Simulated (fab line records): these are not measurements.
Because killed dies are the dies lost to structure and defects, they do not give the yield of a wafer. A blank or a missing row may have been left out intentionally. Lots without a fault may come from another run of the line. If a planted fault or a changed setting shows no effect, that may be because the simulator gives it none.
Matching of chambers + flow sky130 + SKY_VIA2_ETCH_14 on rie-diel-01: 4 sister chambers
The step etches BARC in N2/H2, stops on SiO2, time 45.9 s, target depth 60 nm. 21 wafers are shown with their chamber, then 10 later ones without.

WAFERS WITH THEIR CHAMBER
| wafer  | chamber | drypump-motor-current-A (A) | run-length-s (s) | oes-product-au (a.u.) |
|--------|---------|-----------------------------|------------------|-----------------------|
| L327.2 | 3       | 6.7                         | 74.4             | 0.855                 |
| L327.4 | 1       | 6.4                         | 74.1             | 0.849                 |
| L327.6 | 1       | 6.4                         | 74.8             | 0.854                 |
| L328.1 | 1       | 6.4                         | 74.2             | 0.856                 |
| L329.2 | 0       | 6.1                         | 73.4             | 0.857                 |
| L329.5 | 2       | 6.2                         | 74.1             | 0.862                 |
| L330.3 | 2       | 6.2                         | 74.1             | 0.859                 |
| L339.1 | 2       | 6.2                         | 74.4             | 0.854                 |
| L339.3 | 3       | 6.7                         | 74.4             | 0.859                 |
| L339.5 | 3       | 6.6                         | 74.0             | 0.858                 |
| L341.2 | 0       | 6.1                         | 73.6             | 0.847                 |
| L341.4 | 3       | 6.7                         | 74.6             | 0.858                 |
| L341.6 | 2       | 6.2                         | 74.5             | 0.857                 |
| L342.3 | 2       | 6.2                         | 74.3             | 0.857                 |
| L342.4 | 2       | 6.2                         | 74.1             | 0.857                 |
| L342.6 | 0       | 6.1                         | 73.8             | 0.852                 |
| L344.2 | 3       | 6.6                         | 74.4             | 0.866                 |
| L344.4 | 0       | 6.1                         | 73.9             | 0.859                 |
| L344.5 | 2       | 6.2                         | 74.5             | 0.855                 |
| L345.2 | 2       | 6.2                         | 74.3             | 0.856                 |
| L345.3 | 1       | 6.4                         | 74.2             | 0.858                 |

SIGNATURES, as means of the wafers listed above
| reading                 | chamber 0 | chamber 1 | chamber 2 | chamber 3 | scatter within a chamber |
|-------------------------|-----------|-----------|-----------|-----------|--------------------------|
| drypump-motor-current-A | 6.100     | 6.400     | 6.200     | 6.660     | 0.0266                   |
| run-length-s            | 73.675    | 74.325    | 74.287    | 74.360    | 0.224                    |
| oes-product-au          | 0.85375   | 0.85425   | 0.85713   | 0.85920   | 0.00377                  |
Rule: for each reading, subtract the chamber's mean from the wafer's reading, divide by that reading's scatter and square the result; add these up over the readings and take the root, which gives the wafer's distance from the chamber. The wafer belongs to the nearest chamber; if the next one is less than 2 further off, it can't be placed. The scatter: take each reading less its chamber's mean, square it, sum over the shown wafers, divide by the number of wafers less the number of chambers, and take the root.

WAFERS MISSING THEIR CHAMBER
| wafer  | drypump-motor-current-A (A) | run-length-s (s) | oes-product-au (a.u.) |
|--------|-----------------------------|------------------|-----------------------|
| L345.6 | 6.7                         | 74.0             | 0.854                 |
| L346.2 | 6.2                         | 74.1             | 0.848                 |
| L346.3 | 6.1                         | 74.0             | 0.851                 |
| L346.5 | 6.1                         | 73.4             | 0.854                 |
| L347.1 | 6.4                         | 74.3             | 0.849                 |
| L347.3 | 6.7                         | 74.5             | 0.849                 |
| L347.5 | 6.6                         | 74.0             | 0.858                 |
| L349.2 | 6.2                         | 74.4             | 0.852                 |
| L349.4 | 6.1                         | 73.8             | 0.854                 |
| L349.5 | 6.4                         | 74.2             | 0.859                 |

THE CHAMBER EACH PASSED THROUGH
| wafer  | from the rows above     | in truth |
|--------|-------------------------|----------|
| L345.6 | 3                       | 3        |
| L346.2 | can't be placed: 2 or 0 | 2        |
| L346.3 | 0                       | 0        |
| L346.5 | 0                       | 0        |
| L347.1 | 1                       | 1        |
| L347.3 | 3                       | 3        |
| L347.5 | 3                       | 3        |
| L349.2 | 2                       | 2        |
| L349.4 | 0                       | 0        |
| L349.5 | 1                       | 1        |
Correctly placed: 9 of 10. Not placeable from these rows: 1 (in 1, the candidates include the true chamber). 0 placed wrongly.
